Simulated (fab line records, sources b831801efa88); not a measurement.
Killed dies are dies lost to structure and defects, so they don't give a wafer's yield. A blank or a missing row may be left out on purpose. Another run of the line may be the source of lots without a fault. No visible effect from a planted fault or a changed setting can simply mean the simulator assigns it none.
2 desks, one fault | flow gf180mcu | each desk has only its own numbers; what lay behind them comes last

## METROLOGY DESK
What the gauges read, lot by lot, whatever tool the lot ran on: means of the sampled wafers that have a number. If a lot's mean is further than 4 standard deviations from the usual mean, the lot is out of limits and carries the mark OUT (the distance appears in the brackets).
Columns: A = M5_OVL at GF_M5_OVL_MEAS_08, usual -2 nm
lot  | first seen here | A
L510 | day 26 10:08    | -3
L511 | day 26 12:04    | 0
L513 | day 27 03:48    | -10
L514 | day 27 12:52    | -8
L515 | day 27 18:47    | -4
L516 | day 28 05:55    | -2
L517 | day 28 13:50    | -0
L518 | day 28 19:28    | -3
L520 | day 29 18:53    | 0
L526 | day 31 09:31    | 2
L527 | day 31 09:53    | -2
L529 | day 31 20:17    | -4
L531 | day 32 07:41    | -3
L532 | day 32 11:35    | -4
This desk's verdict: no lot among the 14 shows anything out of limits.

## DESK OF THE TOOL OWNER: plasma_asher-02
The tool's own readings at GF_VT_IMPLANT_STRIP_20 (strips in O2/N2): means of the sampled wafers that have a number, for each lot that ran on this tool. If a lot's mean is further than 4 standard deviations from the usual mean, the lot is out of limits and carries the mark OUT (the distance appears in the brackets).
Columns: A = drypump_motor_current_A at GF_VT_IMPLANT_STRIP_20, usual 5.8 A; B = heater_power_w at GF_VT_IMPLANT_STRIP_20, usual 335 W; C = oes_product_au at GF_VT_IMPLANT_STRIP_20, usual 0.716 a.u.; D = strip_time_to_endpoint_s at GF_VT_IMPLANT_STRIP_20, usual 12.60 s
lot  | first seen here | A   | B   | C     | D
L510 | day 6 07:25     | 6.1 | 340 | 0.713 | 12.62
L511 | day 6 12:41     | 5.9 | 362 | 0.717 | 12.64
L513 | day 7 00:03     | 6.0 | 343 | 0.716 | 12.62
L514 | day 7 04:59     | 6.0 | 344 | 0.714 | 12.60
L520 | day 9 05:45     | 6.0 | 340 | 0.719 | 12.62
L526 | day 10 14:08    | 5.9 | 361 | 0.717 | 12.62
L527 | day 10 20:44    | 6.0 | 344 | 0.717 | 12.55
This desk's verdict: no lot among the 7 shows anything out of limits.

## TAKEN TOGETHER
Metrology desk: nothing out of limits seen.
The tool owner's desk saw nothing out of limits.

## WHAT WAS PUT IN BY THE SIMULATOR
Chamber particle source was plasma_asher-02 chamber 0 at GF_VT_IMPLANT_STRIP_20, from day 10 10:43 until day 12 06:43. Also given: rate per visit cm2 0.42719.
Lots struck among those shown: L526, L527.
